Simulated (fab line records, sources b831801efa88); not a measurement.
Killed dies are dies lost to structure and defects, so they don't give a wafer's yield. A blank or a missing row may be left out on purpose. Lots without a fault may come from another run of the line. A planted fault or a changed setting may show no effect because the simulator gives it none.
A struck lot beside a sound one | flow gf180mcu | 15 steps out of a route of 602
Sound: wafers L328.1, L328.4, L328.6. Struck: wafer L338.1. (L338.4, L338.5 of the same lot were not struck and are left out.) The cause comes at the end.
At each step with rows: each side's tool, then ch and its chambers, then its first start. Under that, the readings that differ: sound wafers | struck wafers | difference of the means | sigmas: that difference in standard deviations of wafers without a fault.
alike: readings whose means differ by less than 2 such deviations, and words and numbers that are the same on both sides. not compared: withheld readings, readings that some wafer has no value for, bounds like >300 that may hide the same value, and numbers for which the record gives no deviation and whose values overlap.
The two part at a step that has a row with sigmas, a row that says differs or no value, or rows on one side only. Numbers that don't overlap but have no deviation are shown without sigmas and don't part them. A reading that every wafer of one side lacks parts them only if that side has two wafers or more.

GF_V2_CD_MEAS_14: target cd 260 nm.
  sound on cd_sem-02, day 20 14:25; struck on cd_sem-02, day 24 08:10
  alike: cd_nm
GF_V2_OVL_MEAS_15:
  sound on overlay-01, day 20 14:32; struck on overlay-02, day 24 08:17
  reading     | sound   | struck | difference | sigmas
  V2_OVL (nm) | 10 8 15 | -7     | -18        | -3
GF_V2_ETCH_16: etches BARC in N2/H2.
  sound on rie_diel-01 ch 0,2, day 20 14:34; struck on rie_diel-01 ch 3, day 24 08:20
  reading               | sound             | struck | difference | sigmas
  oes_product_au (a.u.) | 0.853 0.859 0.854 | 0.869  | +0.014     | +3
  alike: drypump_motor_current_A, throttle_valve_pct
GF_V2_ETCH_17: etches SiO2 in C4F8/O2/Ar, stops on TiN, target depth 630 nm.
  sound on rie_diel-01 ch 0,2; struck on rie_diel-01 ch 3
  alike: oes_product_au
then, 3 steps without rows for these wafers: GF_V2_STRIP_18 (strips in O2/N2); GF_V2_STRIP_19 (strips in post etch residue remover, time 1200 s); GF_V2_CLEAN_20 (cleans in DIW).
GF_V2_SPUTTER_21: material Ti, target thk 15 nm, time 80.02 s.
  sound on pvd_sputter-01, day 20 15:14; struck on pvd_sputter-01, day 24 09:01
  alike: throttle_valve_pct
then, 1 step without rows for these wafers: GF_V2_SPUTTER_22 (material TiN, target thk 10 nm, time 40 s).
GF_V2_CVD_23: deposits W, target thk 350 nm, time 104.94 s.
  sound on cvd_w-02 ch 0,1, day 20 15:20; struck on cvd_w-02 ch 0, day 24 09:07
  alike: heater_power_w
GF_V2_RS_MEAS_24: measures by four-point-probe.
  sound on film_metro-01, day 20 15:27; struck on film_metro-03, day 24 09:14
  alike: V2_W_RS
GF_V2_THK_MEAS_25: measures by xrf.
  sound on film_metro-01, day 20 15:34; struck on film_metro-03, day 24 09:21
  alike: V2_W_THK
GF_V2_CMP_26: polishes, stops on SiO2, t overpolish 15 s, target thk 0 nm.
  sound on cmp-01 ch 1,2,3, day 20 15:44; struck on cmp-01 ch 2, day 24 09:59
  reading                | sound    | struck | difference | sigmas
  time_to_endpoint_s (s) | 91 92 85 | 50     | -39        | -10
  alike: head_pressure_psi, motor_current_A, overpolish_run_s
GF_M3_SPUTTER_00: material Ti, target thk 37.5 nm, time 150 s.
  sound on pvd_sputter-02, day 20 15:56; struck on pvd_sputter-02, day 24 10:17
  alike: throttle_valve_pct
GF_PASSIVATION_PROBE_99:
  the record has rows for the sound wafers here (prober-02, day 29 07:22) and none for the struck ones

WHERE THEY PART
First at GF_V2_OVL_MEAS_15; last, within this record, at GF_PASSIVATION_PROBE_99.

WHY: what the simulator had put in
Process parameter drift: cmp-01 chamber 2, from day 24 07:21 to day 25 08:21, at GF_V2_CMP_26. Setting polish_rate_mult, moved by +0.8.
